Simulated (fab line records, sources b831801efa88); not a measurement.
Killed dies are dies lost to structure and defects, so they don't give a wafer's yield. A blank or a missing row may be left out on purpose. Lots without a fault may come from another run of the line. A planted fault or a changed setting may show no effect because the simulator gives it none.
fab line records | flow sky130
record lots=15 wafers=45 last_day=50
route steps=708 shown PWDE@55 SONOS_TUNNEL@160 LI_CONTACT@378 CONTACT@420
lots that met no fault: from a run of the same line without faults
start_h: hours from the record's first day to the start of the lot's first wafer shown | wait_h: hours since the lot's step before | " the same as in the row above | L1.1+2: a row that stands for several wafers | - no value, or no start given | * or withheld: withheld | < > ~ a bound
route shown NAME@n: a module of which the file shows steps, and the number in the route of the first | usual: mean/standard deviation of fault-free wafers | same: alike in all rows | chamber/n: place in a boat | sites: the reading at each site | _std_site: their standard deviation | _edge_site: outer sites' mean less inner sites' | radius_mm: how far each site lies from the wafer's centre | mask NAME#n: copy n | behind: the tool/chamber that last shaped the wafer | hold: why the lot was held/for how many hours/how that ended | device: the transistor (n, p or np) that didn't switch | end of line: the same wafers' tests at the end of the route | a step without rows: its recipe alone | killed: dies lost to structure and defects at the first sort, not the wafer's yield | map: a wafer's dies, x killed, . not, _ none there
set.NAME: the setting as run; set.NAME@STEP: as run at that earlier step | model.NAME: the simulator's own value behind a step, which no gauge read
steps of the route over a sample of lots; a table a step, a row a wafer
services: from which hour (start_h, from the record's first day; less than 0 if before it) a tool's chamber was out of use, for how many hours, and why
## steps
# step SKY_PWDE_TW_MEAS_10
# usual PWDE_TW=372/3.1
# columns lot.wafer tool chamber start_h wait_h PWDE_TW
L644.1 film_metro-01 - 72.39 0.1 370
L644.3 " - " " 368
L644.5 " - " " 371
L645.2 film_metro-04 - 78.26 0.1 373
L645.4 " - " " 374
L645.6 " - " " 374
L647.1 film_metro-04 - 91.30 0.1 376
L647.2 " - " " 374
L647.5 " - " " 374
L649.1 film_metro-04 - 98.10 0.1 377
L649.4 " - " " 378
L649.5 " - " " 376
L651.2 film_metro-02 - 108.34 0.1 369
L651.4 " - " " 369
L651.6 " - " " 369
L652.2 film_metro-02 - 113.55 0.1 369
L652.3 " - " " 371
L652.4 " - " " 372
L653.1 film_metro-01 - 119.73 0.1 372
L653.2 " - " " 372
L653.5 " - " " 371
L654.2 film_metro-02 - 126.20 0.1 368
L654.5 " - " " 368
L654.6 " - " " 368
L655.2 film_metro-02 - 131.16 0.1 367
L655.3 " - " " 370
L655.4 " - " " 368
L656.1 film_metro-04 - 135.94 0.1 378
L656.2 " - " " 377
L656.5 " - " " 377
L657.1 film_metro-01 - 142.43 0.1 372
L657.3 " - " " 370
L657.5 " - " " 372
L658.2 film_metro-02 - 148.15 0.1 371
L658.4 " - " " 372
L658.5 " - " " 371
L665.1 film_metro-01 - 186.10 0.1 368
L665.3 " - " " 369
L665.5 " - " " 370
L666.2 film_metro-02 - 191.14 0.1 371
L666.3 " - " " 372
L666.5 " - " " 370
L667.1 film_metro-01 - 198.29 0.1 371
L667.2 " - " " 370
L667.3 " - " " 370
# step SKY_SONOS_TUNNEL_DEVELOP_06
# recipe resist=NOVOLAK developer=TMAH develop_time_s=60 dev_temp_c=23
# usual chill_plate_temp_C=22.98/0.11 develop_time_s=60/0
# columns lot.wafer tool chamber start_h wait_h chill_plate_temp_C develop_time_s
L644.1 litho_track-02 0 258.55 0.1 22.98 60
L644.3 " 0 " " 22.97 60
L644.5 " 0 " " 23.02 60
L645.2 litho_track-03 0 264.92 0.1 22.92 60
L645.4 " 0 " " 23.01 60
L645.6 " 0 " " 22.89 60
L647.1 litho_track-03 0 283.90 0.1 22.83 60
L647.2 " 0 " " 22.82 60
L647.5 " 0 " " 22.74 60
L649.1 litho_track-02 0 294.70 0.1 22.89 60
L649.4 " 0 " " 22.95 60
L649.5 " 0 " " 22.79 60
L651.2 litho_track-03 0 308.92 0.1 23.04 60
L651.4 " 0 " " 22.86 60
L651.6 " 0 " " 22.85 60
L652.2 litho_track-03 0 312.42 0.1 23.01 60
L652.3 " 0 " " 23.09 60
L652.4 " 0 " " 23.07 60
L653.1 litho_track-03 0 323.40 0.1 22.97 60
L653.2 " 0 " " 22.85 60
L653.5 " 0 " " 22.90 60
L654.2 litho_track-03 0 332.57 0.1 23.05 60
L654.5 " 0 " " 23.09 60
L654.6 " 0 " " 23.24 60
L655.2 litho_track-04 0 339.18 0.1 23.10 60
L655.3 " 0 " " 23.14 60
L655.4 " 0 " " 23.11 60
L656.1 litho_track-04 - 348.86 0.1 - -
L656.2 " - " " - -
L656.5 " - " " - -
L657.1 litho_track-02 - 354.50 0.1 - -
L657.3 " - " " - -
L657.5 " - " " - -
L658.2 litho_track-03 - 362.97 0.1 - -
L658.4 " - " " - -
L658.5 " - " " - -
L665.1 litho_track-04 0 412.01 0.1 22.93 60
L665.3 " 0 " " 22.89 60
L665.5 " 0 " " 22.95 60
L666.2 litho_track-02 0 426.58 0.1 22.94 60
L666.3 " 0 " " 23.01 60
L666.5 " 0 " " 23.03 60
L667.1 litho_track-04 0 433.16 0.1 23.07 60
L667.2 " 0 " " 23.05 60
L667.3 " 0 " " 22.93 60
# step SKY_LI_CONTACT_STRIP_16
# recipe chemistry=O2/N2 power_w=1400 pressure_mtorr=1500 platen_temp_c=withheld o2_flow_sccm=3000 n2_flow_sccm=300 overash_fraction=0.5
# usual drypump_motor_current_A=5.76/0.27 oes_product_au=0.376/0.0047 strip_time_to_endpoint_s=3.51/0.04
# same overash_fraction=0.5
# columns lot.wafer tool chamber start_h wait_h drypump_motor_current_A oes_product_au rf_hours_counter_h strip_time_to_endpoint_s
L644.1 plasma_asher-04 0 684.13 - 5.99 0.374 78 3.49
L644.3 " 0 " " 6.00 0.373 - 3.47
L644.5 " 1 " " 5.28 0.372 - 3.44
L645.2 plasma_asher-02 1 691.98 - 6.11 0.372 25 3.51
L645.4 " 1 " " 6.08 0.375 - 3.46
L645.6 " 0 " " 5.80 0.371 - 3.48
L647.1 plasma_asher-02 1 714.18 - 6.05 0.377 27 3.53
L647.2 " 0 " " 5.83 0.382 27 3.55
L647.5 " 1 " " 6.08 0.377 - 3.50
L649.1 plasma_asher-03 0 722.28 - 5.81 0.375 64 3.47
L649.4 " 1 " " 5.63 0.380 - 3.53
L649.5 " 1 " " 5.63 0.371 - 3.46
L651.2 plasma_asher-03 1 736.88 - 5.70 0.368 65 3.46
L651.4 " 1 " " 5.68 0.375 - 3.45
L651.6 " 1 " " 5.73 0.374 - 3.43
L652.2 plasma_asher-03 1 740.24 - 5.72 0.379 65 3.57
L652.3 " 0 " " 5.81 0.368 - 3.54
L652.4 " 1 " " 5.74 0.376 - 3.54
L653.1 plasma_asher-02 1 749.33 - 6.09 0.380 31 3.52
L653.2 " 0 " " 5.80 0.372 31 3.55
L653.5 " 1 " " 6.07 0.378 - 3.51
L654.2 plasma_asher-03 0 764.03 - 5.81 0.380 68 3.56
L654.5 " 0 " " 5.80 0.384 - 3.56
L654.6 " 1 " " 5.78 0.380 - 3.52
L655.2 plasma_asher-02 1 768.89 - 6.09 0.374 33 3.46
L655.3 " 0 " " 5.78 0.375 - 3.50
L655.4 " 1 " " 6.08 0.376 - 3.49
L665.1 plasma_asher-03 0 833.79 - 5.82 0.369 75 3.48
L665.3 " 0 " " 5.80 0.376 - 3.44
L665.5 " 1 " " 5.69 0.382 - 3.43
L666.2 plasma_asher-04 0 844.88 - 5.98 0.371 94 3.53
L666.3 " 0 " " 5.97 0.373 - 3.48
L666.5 " 0 " " 5.99 0.380 - 3.45
L667.1 plasma_asher-04 0 853.48 - 5.98 0.379 95 3.46
L667.2 " 1 " " 5.31 0.373 95 3.53
L667.3 " 0 " " 5.97 0.380 - 3.49
# step SKY_CONTACT_CD_MEAS_14
# recipe target_cd_nm=170
# usual cd_nm=170.3/1.5
# columns lot.wafer tool chamber start_h wait_h cd_nm
L644.1 cd_sem-01 - 743.06 - 168.8
L644.3 " - " " 169.0
L644.5 " - " " 167.8
L645.2 cd_sem-02 - 749.23 - 171.7
L645.4 " - " " 173.1
L645.6 " - " " 171.6
L647.1 cd_sem-02 - 769.96 - 167.7
L647.2 " - " " 168.3
L647.5 " - " " 167.0
L649.1 cd_sem-01 - 778.30 - 169.0
L649.4 " - " " 169.8
L649.5 " - " " 168.5
L651.2 cd_sem-02 - 791.27 - 171.7
L651.4 " - " " 170.5
L651.6 " - " " 172.8
L652.2 cd_sem-01 - 794.41 - 169.9
L652.3 " - " " 169.0
L652.4 " - " " 169.4
L653.1 cd_sem-01 - 804.39 - 170.8
L653.2 " - " " 171.8
L653.5 " - " " 170.4
L654.2 cd_sem-02 - 821.31 - 170.1
L654.5 " - " " 170.3
L654.6 " - " " 172.2
L655.2 cd_sem-02 - 824.28 - 170.9
L655.3 " - " " 170.4
L655.4 " - " " 171.1
L665.1 cd_sem-02 - 887.36 - 169.8
L665.3 " - " " 171.2
L665.5 " - " " 170.6
L666.2 cd_sem-02 - 898.92 - 171.5
L666.3 " - " " 171.6
L666.5 " - " " 172.0
L667.1 cd_sem-02 - 907.31 - 169.9
L667.2 " - " " 168.3
L667.3 " - " " 169.1
## services
# columns tool chamber start_h hours kind
plasma_asher-04 - 245.35 5.1 repair
plasma_asher-03 - 350.12 2.8 pm
plasma_asher-03 - 380.63 1.6 repair
plasma_asher-04 - 411.28 1.2 repair
plasma_asher-02 - 421.25 9.0 pm
plasma_asher-02 0 421.25 9.0 vent_cycle
plasma_asher-02 1 421.25 9.0 vent_cycle
plasma_asher-02 0 430.25 - clean
plasma_asher-02 1 430.25 - clean
plasma_asher-04 - 496.65 56.4 repair
plasma_asher-02 - 504.65 0.3 repair
plasma_asher-02 - 517.86 25.1 repair
litho_track-03 - 619.56 - consumable_replace:filter
plasma_asher-04 - 629.48 9.2 pm
plasma_asher-04 - 659.49 3.7 repair
plasma_asher-03 - 712.87 3.2 repair
plasma_asher-03 - 783.87 0.4 repair
plasma_asher-02 - 813.28 2.8 pm
litho_track-02 - 820.24 - consumable_replace:filter
## key
first_sign step=SKY_SONOS_TUNNEL_DEVELOP_06 reading=tool_record direction=missing
effect none on later readings
met_at SKY_SONOS_TUNNEL_DEVELOP_06
struck_lots L656,L657,L658
later_rows_left_out L656.1,L656.2,L656.5,L657.1,L657.3,L657.5,L658.2,L658.4,L658.5
sort_left_out L656.1,L656.2,L656.5,L657.1,L657.3,L657.5,L658.2,L658.4,L658.5
tester_left_out L656,L657,L658
not_acting_at SKY_PWDE_TW_MEAS_10,SKY_LI_CONTACT_STRIP_16,SKY_CONTACT_CD_MEAS_14
onset_between 339.18 348.86
fault kind=skipped_step_whole tool=litho_track-02,litho_track-03,litho_track-04 chamber=- onset_h=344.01 steps=SKY_SONOS_TUNNEL_DEVELOP_06 scope=struck_lots_only
# tester_left_out: of these lots the tester's yield and bins aren't shown, on N5 and GAA mostly nor the transistor test; their killed dies are dies lost to structure and defects alone, not to doping, threshold or leakage, so they don't give the yield
# sort_left_out: the simulated sort isn't trusted on such a fault, so these wafers' sort isn't shown, and their yield isn't known
# later_rows_left_out: the simulator's readings of these wafers behind a module that went badly wrong aren't trusted and aren't shown, but for the sort
